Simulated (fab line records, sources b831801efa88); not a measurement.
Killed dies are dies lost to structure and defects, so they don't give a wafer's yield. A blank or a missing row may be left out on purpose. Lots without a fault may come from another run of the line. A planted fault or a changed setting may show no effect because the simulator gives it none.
Tool commonality check | flow gf180mcu | 13 lots, 39 wafers sampled

WHY IT WAS OPENED
At GF_SAB_CD_MEAS_09 the reading cd_nm is flagged on 1 of 13 lots. Wafers without a fault read 420.2 nm, standard deviation 2.
Rule: a lot is flagged when every wafer of it that has a number lies more than 4 standard deviations from that mean, or none has a number. The other lots count as sound.

lot  | measured     | on        | cd_nm (nm), wafer by wafer | flag
L280 | day 15 01:04 | cd_sem-02 | 419.5 418.6 419.6          |
L281 | day 15 13:54 | cd_sem-01 | 420.4 419.7 418.8          |
L282 | day 15 23:00 | cd_sem-01 | 421.7 419.9 421.5          |
L283 | day 16 03:32 | cd_sem-02 | 418.5 418.3 419.2          |
L284 | day 16 15:08 | cd_sem-01 | 419.2 420.2 417.7          |
L285 | day 17 05:43 | cd_sem-01 | 416.5 417.4 417.7          |
L286 | day 17 15:50 | cd_sem-02 | 420.7 419.0 418.9          |
L287 | day 17 19:23 | cd_sem-01 | 421.2 422.3 419.4          |
L288 | day 18 00:41 | cd_sem-02 | 415.8 414.7 415.6          |
L289 | day 18 12:49 | cd_sem-02 | 419.6 418.6 419.8          |
L290 | day 18 20:05 | cd_sem-01 | 419.4 417.1 419.5          |
L291 | day 19 00:17 | cd_sem-02 | 422.2 425.7 422.5          |
L295 | day 20 13:49 | cd_sem-02 | 484.2 481.9 483.6          | FLAGGED
The numbers of the flagged lots are 483.2 nm on average: +63.0 nm against the usual, or +32 standard deviations.

WHICH TOOL RAN EACH LOT
The record holds 1 process step before the reading, out of a route of 602 steps. In each cell: the tool, then ch and the chambers that the sampled wafers went through, then the start.
lot  | flag    | GF_SAB_EXPOSE_06
L280 |         | iline_stepper-01 ch 0, day 14 15:45
L281 |         | iline_stepper-02 ch 0, day 15 03:24
L282 |         | iline_stepper-02 ch 0, day 15 12:12
L283 |         | iline_stepper-02 ch 0, day 15 17:54
L284 |         | iline_stepper-01 ch 0, day 16 03:49
L285 |         | iline_stepper-01 ch 0, day 16 20:52
L286 |         | iline_stepper-02 ch 0, day 17 04:46
L287 |         | iline_stepper-01 ch 0, day 17 07:36
L288 |         | iline_stepper-01 ch 0, day 17 14:14
L289 |         | iline_stepper-02 ch 0, day 18 01:34
L290 |         | iline_stepper-02 ch 0, day 18 08:02
L291 |         | iline_stepper-02 ch 0, day 18 12:03
L295 | FLAGGED | iline_stepper-01 ch 0, day 20 02:32
What these steps do:
- GF_SAB_EXPOSE_06: exposes mask SAB, target cd 420 nm.
- GF_SAB_CD_MEAS_09: target cd 420 nm.

FLAGGED OVER TOTAL, TOOL BY TOOL (the gauges that took the reading come last)
step              | tool             | lots run | flagged | share of the flagged lots | sound lots run after its first flagged lot
GF_SAB_EXPOSE_06  | iline_stepper-01 | 6        | 1       | all                       | 0
GF_SAB_EXPOSE_06  | iline_stepper-02 | 7        | 0       | none                      | -
GF_SAB_CD_MEAS_09 | cd_sem-01        | 6        | 0       | none                      | -
GF_SAB_CD_MEAS_09 | cd_sem-02        | 7        | 1       | all                       | 0

WHAT THE TABLE ALLOWS
2 rows of the table ran every flagged lot: iline_stepper-01 at GF_SAB_EXPOSE_06, cd_sem-02 at GF_SAB_CD_MEAS_09.
- iline_stepper-01 at GF_SAB_EXPOSE_06: 1 of its 6 lots flagged. Its last sound lot is L288 (day 17 14:14), its first flagged lot L295 (day 20 02:32): a fault that began between those two fits.
- cd_sem-02 at GF_SAB_CD_MEAS_09: 1 of its 7 lots flagged. Its last sound lot is L291 (day 19 00:17), its first flagged lot L295 (day 20 13:49): a fault that began between those two fits.
Counting lots can't tell these 2 tools apart, because each fits a fault that began at some hour. More lots, or a look at what each step does to the wafer, might.

WHAT THE SIMULATOR HAD PUT IN
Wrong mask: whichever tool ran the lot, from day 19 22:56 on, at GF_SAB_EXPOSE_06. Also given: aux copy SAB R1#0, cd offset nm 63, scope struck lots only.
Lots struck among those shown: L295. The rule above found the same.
